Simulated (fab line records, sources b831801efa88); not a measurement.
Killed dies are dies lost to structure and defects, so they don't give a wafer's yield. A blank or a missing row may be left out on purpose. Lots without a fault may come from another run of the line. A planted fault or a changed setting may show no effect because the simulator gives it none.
Which tool did it? | flow sky130 | 24 lots, 72 wafers sampled, at 6 steps of a route of 708

WHAT THE GAUGES READ, wafer by wafer
SKY_VIA2_THK_MEAS_23: measures by xrf.
lot  | measured     | on            | VIA2_W_THK (nm)
L074 | day 36 01:23 | film_metro-02 | 414 412 417
L075 | day 36 15:51 | film_metro-02 | 424 424 420
L076 | day 36 20:35 | film_metro-02 | 418 414 426
L077 | day 37 03:20 | film_metro-02 | 419 410 413
L078 | day 37 07:24 | film_metro-01 | 423 420 426
L079 | day 37 17:20 | film_metro-01 | 421 430 422
L080 | day 38 08:10 | film_metro-01 | 428 428 433
L081 | day 38 21:56 | film_metro-01 | 437 437 436
L082 | day 39 18:01 | film_metro-02 | 409 419 411
L083 | day 39 22:05 | film_metro-03 | 425 422 422
L085 | day 40 02:47 | film_metro-03 | 416 423 414
L084 | day 40 03:56 | film_metro-02 | 406 411 407
L086 | day 40 06:32 | film_metro-02 | 406 402 408
L088 | day 40 19:26 | film_metro-03 | 426 427 428
L087 | day 41 03:38 | film_metro-02 | 413 410 407
L090 | day 41 14:35 | film_metro-03 | 417 417 420
L089 | day 41 15:44 | film_metro-02 | 414 413 416
L091 | day 41 23:38 | film_metro-02 | 414 415 412
L092 | day 42 00:13 | film_metro-02 | 409 410 411
L093 | day 42 04:04 | film_metro-02 | 407 414 406
L095 | day 42 12:05 | film_metro-02 | 412 415 418
L094 | day 42 14:00 | film_metro-02 | 418 406 412
L096 | day 42 21:02 | film_metro-02 | 416 421 414
L097 | day 42 22:45 | film_metro-02 | 413 404 406

SKY_VIA3_THK_MEAS_23: measures by xrf.
lot  | measured     | on            | VIA3_W_THK (nm)
L074 | day 39 08:58 | film_metro-03 | 386 389 391
L075 | day 40 01:52 | film_metro-03 | 390 387 389
L076 | day 40 05:10 | film_metro-04 | 399 407 402
L077 | day 40 10:07 | film_metro-03 | 402 401 391
L078 | day 40 14:43 | film_metro-04 | 398 397 406
L079 | day 41 00:32 | film_metro-01 | 401 400 407
L080 | day 41 13:23 | film_metro-04 | 397 394 393
L081 | day 42 01:56 | film_metro-01 | 393 392 392
L082 | day 42 21:24 | film_metro-04 | 395 395 393
L083 | day 43 01:06 | film_metro-03 | 388 388 384
L085 | day 43 06:42 | film_metro-01 | 391 391 392
L084 | day 43 06:43 | film_metro-03 | 391 389 393
L086 | day 43 09:55 | film_metro-04 | 393 391 396
L088 | day 43 20:41 | film_metro-04 | 389 392 396
L087 | day 44 04:55 | film_metro-01 | 394 396 389
L090 | day 44 14:33 | film_metro-04 | 395 384 390
L089 | day 44 16:37 | film_metro-03 | 395 392 391
L091 | day 44 22:44 | film_metro-01 | 388 391 389
L092 | day 45 00:05 | film_metro-04 | 402 404 404
L093 | day 45 03:40 | film_metro-04 | 404 396 405
L095 | day 45 09:07 | film_metro-04 | 402 396 395
L094 | day 45 11:52 | film_metro-01 | 402 397 400
L096 | day 45 18:44 | film_metro-04 | 403 400 404
L097 | day 45 19:47 | film_metro-04 | 403 407 405

WHICH TOOL RAN EACH LOT (tool, then ch and the chambers of the sampled wafers, then the start)
lot  | SKY_CONTACT_SPUTTER_23       | SKY_CAPM_CVD_00                 | SKY_METAL3_ETCH_17                 | SKY_VIA3_ETCH_15
L074 | pvd_sputter-01, day 31 07:28 | pecvd-01 ch 0,1,2, day 36 01:53 | rie_diel-02 ch 0,1,3, day 38 05:26 | rie_diel-01 ch 0,1,3, day 39 07:58
L075 | pvd_sputter-01, day 32 00:34 | pecvd-04 ch 0,1, day 36 16:21   | rie_diel-02 ch 0,1, day 38 22:14   | rie_diel-04 ch 0,1,2, day 40 00:54
L076 | pvd_sputter-04, day 32 05:56 | pecvd-01 ch 0,1,2, day 36 21:07 | rie_diel-03 ch 1,2,3, day 39 01:26 | rie_diel-04 ch 0,1,2, day 40 04:13
L077 | pvd_sputter-01, day 32 12:11 | pecvd-02 ch 0,1, day 37 03:51   | rie_diel-03 ch 0,1,2, day 39 07:08 | rie_diel-01 ch 1,2,3, day 40 09:09
L078 | pvd_sputter-03, day 32 15:45 | pecvd-04 ch 0,2, day 37 07:55   | rie_diel-04 ch 0,2, day 39 11:09   | rie_diel-04 ch 2,3, day 40 13:46
L079 | pvd_sputter-01, day 33 00:20 | pecvd-02 ch 0,1,2, day 37 18:05 | rie_diel-03 ch 0,2, day 39 22:09   | rie_diel-03 ch 0,1,3, day 40 23:35
L080 | pvd_sputter-01, day 33 17:59 | pecvd-01 ch 1,2, day 38 08:40   | rie_diel-03 ch 2,3, day 40 10:33   | rie_diel-01 ch 0,1,2, day 41 12:25
L081 | pvd_sputter-04, day 34 08:16 | pecvd-01 ch 1,2, day 38 22:25   | rie_diel-02 ch 0,2,3, day 40 23:48 | rie_diel-03 ch 0,2,3, day 42 00:58
L082 | pvd_sputter-04, day 35 04:17 | pecvd-01 ch 0,1,2, day 39 18:31 | rie_diel-04 ch 0,1,3, day 41 19:15 | rie_diel-04 ch 0,1,3, day 42 20:25
L083 | pvd_sputter-04, day 35 08:04 | pecvd-02 ch 0,1,2, day 39 22:38 | rie_diel-03 ch 0,1,2, day 41 23:06 | rie_diel-04 ch 1,2,3, day 43 00:08
L085 | pvd_sputter-03, day 35 12:48 | pecvd-02 ch 1,2, day 40 03:18   | rie_diel-04 ch 1,2, day 42 05:09   | rie_diel-03 ch 0,1,2, day 43 05:42
L084 | pvd_sputter-04, day 35 14:52 | pecvd-01 ch 0,1, day 40 04:32   | rie_diel-03 ch 2,3, day 42 05:26   | rie_diel-04 ch 1,2,3, day 43 05:44
L086 | pvd_sputter-01, day 35 18:37 | pecvd-02 ch 0,1, day 40 07:03   | rie_diel-02 ch 0,1,2, day 42 08:18 | rie_diel-01 ch 0,2,3, day 43 08:57
L088 | pvd_sputter-04, day 36 07:52 | pecvd-04 ch 1,2, day 40 19:55   | rie_diel-03 ch 0,1, day 42 19:48   | rie_diel-01 ch 0,1, day 43 19:43
L087 | pvd_sputter-01, day 36 14:42 | pecvd-04 ch 1,2, day 41 04:09   | rie_diel-03 ch 1,3, day 43 04:21   | rie_diel-03 ch 1,3, day 44 03:58
L090 | pvd_sputter-01, day 37 04:52 | pecvd-02 ch 0,2, day 41 15:06   | rie_diel-03 ch 0,1,3, day 43 14:03 | rie_diel-03 ch 0,1,2, day 44 13:34
L089 | pvd_sputter-04, day 37 05:13 | pecvd-04 ch 0,1, day 41 16:14   | rie_diel-02 ch 0,2,3, day 43 15:30 | rie_diel-01 ch 1,3, day 44 15:39
L091 | pvd_sputter-04, day 37 15:10 | pecvd-04 ch 1,2, day 42 00:09   | rie_diel-02 ch 0,1, day 43 21:51   | rie_diel-01 ch 0,1, day 44 21:46
L092 | pvd_sputter-03, day 37 16:25 | pecvd-02 ch 0,1,2, day 42 00:42 | rie_diel-02 ch 0,2,3, day 43 23:18 | rie_diel-01 ch 0,1,2, day 44 23:06
L093 | pvd_sputter-03, day 37 17:58 | pecvd-04 ch 1,2, day 42 04:34   | rie_diel-04 ch 1,2,3, day 44 02:44 | rie_diel-04 ch 0,3, day 45 02:34
L095 | pvd_sputter-03, day 38 04:15 | pecvd-01 ch 0,1, day 42 12:35   | rie_diel-03 ch 1,2,3, day 44 09:45 | rie_diel-01 ch 1,3, day 45 08:10
L094 | pvd_sputter-03, day 38 05:13 | pecvd-04 ch 0,1,2, day 42 14:29 | rie_diel-02 ch 0,1,3, day 44 12:45 | rie_diel-01 ch 0,1,3, day 45 10:53
L096 | pvd_sputter-03, day 38 13:51 | pecvd-01 ch 0,1, day 42 21:33   | rie_diel-04 ch 2,3, day 44 19:15   | rie_diel-04 ch 1,2, day 45 17:38
L097 | pvd_sputter-04, day 38 18:12 | pecvd-04 ch 0,1, day 42 23:16   | rie_diel-02 ch 0,1,3, day 44 20:36 | rie_diel-01 ch 0,1,3, day 45 18:47
- SKY_CONTACT_SPUTTER_23: material TiN, target thk 20 nm, time 80 s.
- SKY_CAPM_CVD_00: deposits SiO2, target thk 15.5 nm.
- SKY_METAL3_ETCH_17: etches SiO2 in C4F8/O2/Ar, stops on TiN, time 3.9 s, target depth 15 nm.
- SKY_VIA3_ETCH_15: etches SiO2 in C4F8/O2/Ar, stops on TiN, target depth 507 nm, time 78 s.

WHAT THE TOOLS THEMSELVES READ (means of the sampled wafers that have a number; where no wafer has one, the mark that the record gives instead)
SKY_CONTACT_SPUTTER_23.
lot  | tool           | throttle_valve_pct (%)
L074 | pvd_sputter-01 | 28.8
L075 | pvd_sputter-01 | 28.6
L076 | pvd_sputter-04 | 30.5
L077 | pvd_sputter-01 | 29.1
L078 | pvd_sputter-03 | 29.9
L079 | pvd_sputter-01 | 29.0
L080 | pvd_sputter-01 | 28.4
L081 | pvd_sputter-04 | 29.8
L082 | pvd_sputter-04 | 29.8
L083 | pvd_sputter-04 | 30.2
L085 | pvd_sputter-03 | 29.3
L084 | pvd_sputter-04 | 30.6
L086 | pvd_sputter-01 | 28.9
L088 | pvd_sputter-04 | 29.8
L087 | pvd_sputter-01 | 29.1
L090 | pvd_sputter-01 | 28.8
L089 | pvd_sputter-04 | 30.7
L091 | pvd_sputter-04 | 29.9
L092 | pvd_sputter-03 | 30.5
L093 | pvd_sputter-03 | 29.9
L095 | pvd_sputter-03 | 29.7
L094 | pvd_sputter-03 | 28.8
L096 | pvd_sputter-03 | 30.0
L097 | pvd_sputter-04 | 29.9

SKY_CAPM_CVD_00.
lot  | tool     | heater_power_w (W)
L074 | pecvd-01 | 757
L075 | pecvd-04 | 672
L076 | pecvd-01 | 719
L077 | pecvd-02 | 796
L078 | pecvd-04 | 685
L079 | pecvd-02 | 788
L080 | pecvd-01 | 773
L081 | pecvd-01 | 747
L082 | pecvd-01 | 697
L083 | pecvd-02 | 731
L085 | pecvd-02 | 718
L084 | pecvd-01 | 651
L086 | pecvd-02 | 706
L088 | pecvd-04 | 739
L087 | pecvd-04 | 794
L090 | pecvd-02 | 707
L089 | pecvd-04 | 694
L091 | pecvd-04 | 712
L092 | pecvd-02 | 745
L093 | pecvd-04 | 657
L095 | pecvd-01 | 659
L094 | pecvd-04 | 700
L096 | pecvd-01 | 776
L097 | pecvd-04 | 646

SKY_METAL3_ETCH_17.
lot  | tool        | oes_product_au (a.u.)
L074 | rie_diel-02 | 0.764
L075 | rie_diel-02 | 0.750
L076 | rie_diel-03 | 0.755
L077 | rie_diel-03 | 0.755
L078 | rie_diel-04 | 0.763
L079 | rie_diel-03 | 0.753
L080 | rie_diel-03 | 0.763
L081 | rie_diel-02 | 0.755
L082 | rie_diel-04 | 0.756
L083 | rie_diel-03 | 0.757
L085 | rie_diel-04 | 0.744
L084 | rie_diel-03 | 0.758
L086 | rie_diel-02 | 0.760
L088 | rie_diel-03 | 0.748
L087 | rie_diel-03 | 0.749
L090 | rie_diel-03 | 0.745
L089 | rie_diel-02 | 0.746
L091 | rie_diel-02 | 0.748
L092 | rie_diel-02 | 0.760
L093 | rie_diel-04 | 0.754
L095 | rie_diel-03 | 0.754
L094 | rie_diel-02 | 0.752
L096 | rie_diel-04 | 0.753
L097 | rie_diel-02 | 0.754

SKY_VIA3_ETCH_15.
lot  | tool        | oes_product_au (a.u.)
L074 | rie_diel-01 | 0.947
L075 | rie_diel-04 | 0.944
L076 | rie_diel-04 | 0.945
L077 | rie_diel-01 | 0.947
L078 | rie_diel-04 | 0.945
L079 | rie_diel-03 | 0.945
L080 | rie_diel-01 | 0.946
L081 | rie_diel-03 | 0.939
L082 | rie_diel-04 | 0.947
L083 | rie_diel-04 | 0.943
L085 | rie_diel-03 | 0.943
L084 | rie_diel-04 | 0.950
L086 | rie_diel-01 | 0.945
L088 | rie_diel-01 | 0.944
L087 | rie_diel-03 | 0.949
L090 | rie_diel-03 | 0.947
L089 | rie_diel-01 | 0.947
L091 | rie_diel-01 | 0.950
L092 | rie_diel-01 | 0.951
L093 | rie_diel-04 | 0.939
L095 | rie_diel-01 | 0.942
L094 | rie_diel-01 | 0.943
L096 | rie_diel-04 | 0.945
L097 | rie_diel-01 | 0.945

THE ANSWER, worked out from the rows above alone
Rule: what is usual is taken from the lots themselves. Put in order of their means at a reading, lots are off if they are a third of the lots or fewer, leave a main group of 4 or more, and stand apart from it by a gap of 3 or more times the standard deviation of the main group's means; of several such gaps the widest counts. A main group whose means are all the same, to the digits that the tables above print for the reading, isn't used. A lot without any number at a reading at which 4 lots or more have one is off too. The other lots that the step has rows for count as sound. The gauges are gone through in route order, then the tools' own readings, and for those a lot's mean is taken as printed above. The first step at which some lot is off is used, and at that step the reading that is off furthest; a lot without a number counts as furthest.
No lot is off at any reading shown: from this, nothing can be told.

WHAT THE SIMULATOR HAD PUT IN
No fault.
